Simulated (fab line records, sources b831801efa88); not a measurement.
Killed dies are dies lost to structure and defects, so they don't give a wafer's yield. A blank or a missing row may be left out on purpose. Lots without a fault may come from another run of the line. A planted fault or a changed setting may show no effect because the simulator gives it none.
Which tool did it? | flow gf180mcu | 11 lots, 31 wafers sampled, at 4 steps of a route of 602

WHAT THE GAUGES READ, wafer by wafer
GF_V1_THK_MEAS_03.
lot  | measured     | on            | V1_CVD_02_THK (nm)
L776 | day 17 03:35 | film_metro-02 | 823 837 840
L778 | day 17 23:40 | film_metro-01 | 830 854 847
L779 | day 18 03:16 | film_metro-02 | 847 847 864
L780 | day 18 16:31 | film_metro-02 | 837 864 868
L782 | day 19 10:40 | film_metro-03 | 824 831 835
L783 | day 19 20:16 | film_metro-03 | 827 833 850
L792 | day 22 21:44 | film_metro-03 | 918 848
L793 | day 23 11:53 | film_metro-01 | 907 832
L796 | day 24 03:06 | film_metro-03 | 844 837 837
L798 | day 24 20:25 | film_metro-03 | 861 874 876
L799 | day 25 06:22 | film_metro-01 | 851 868 861

WHICH TOOL RAN EACH LOT (tool, then ch and the chambers of the sampled wafers, then the start)
lot  | GF_CONTACT_STRIP_18                  | GF_CONTACT_SPUTTER_23        | GF_V1_CVD_02
L776 | plasma_asher-04 ch 1, day 16 03:01   | pvd_sputter-02, day 16 03:23 | pecvd-03 ch 0,1,2, day 17 03:30
L778 | plasma_asher-01 ch 0,1, day 16 22:31 | pvd_sputter-03, day 16 22:53 | pecvd-02 ch 1,2, day 17 23:33
L779 | plasma_asher-02 ch 0,1, day 17 02:13 | pvd_sputter-03, day 17 02:35 | pecvd-01 ch 0,1,2, day 18 03:12
L780 | plasma_asher-02 ch 0,1, day 17 14:55 | pvd_sputter-01, day 17 15:17 | pecvd-02 ch 0,1,2, day 18 16:26
L782 | plasma_asher-02 ch 0,1, day 18 07:58 | pvd_sputter-03, day 18 08:20 | pecvd-03 ch 0,1, day 19 10:34
L783 | plasma_asher-01 ch 0,1, day 18 17:06 | pvd_sputter-03, day 18 17:26 | pecvd-03 ch 1,2, day 19 20:11
L792 | plasma_asher-01 ch 0,1, day 21 20:19 | pvd_sputter-02, day 21 20:41 | pecvd-03 ch 1,2, day 22 21:38
L793 | plasma_asher-01 ch 0,1, day 22 11:29 | pvd_sputter-03, day 22 11:50 | pecvd-03 ch 1,2, day 23 11:47
L796 | plasma_asher-02 ch 0,1, day 23 02:07 | pvd_sputter-03, day 23 02:30 | pecvd-01 ch 0,1,2, day 24 03:02
L798 | plasma_asher-02 ch 0,1, day 23 19:42 | pvd_sputter-03, day 23 20:03 | pecvd-02 ch 0,1, day 24 20:19
L799 | plasma_asher-04 ch 0,1, day 24 06:16 | pvd_sputter-02, day 24 06:38 | pecvd-02 ch 0,1, day 25 06:17
- GF_CONTACT_STRIP_18: strips in O2/N2.
- GF_CONTACT_SPUTTER_23: material TiN, target thk 10 nm, time 40 s.
- GF_V1_CVD_02: deposits SiO2 from TEOS, target thk 850 nm, time 94.851 s.

THE ANSWER, worked out from the rows above alone
Rule: what is usual is taken from the lots themselves. Put in order of their means at a reading, lots are off if they are a third of the lots or fewer, leave a main group of 4 or more, and stand apart from it by a gap of 3 or more times the standard deviation of the main group's means; of several such gaps the widest counts. A main group whose means are all the same, to the digits that the tables above print for the reading, isn't used. A lot without any number at a reading at which 4 lots or more have one is off too. The other lots that the step has rows for count as sound.
No lot is off at any reading shown: from this, nothing can be told.

WHAT THE SIMULATOR HAD PUT IN
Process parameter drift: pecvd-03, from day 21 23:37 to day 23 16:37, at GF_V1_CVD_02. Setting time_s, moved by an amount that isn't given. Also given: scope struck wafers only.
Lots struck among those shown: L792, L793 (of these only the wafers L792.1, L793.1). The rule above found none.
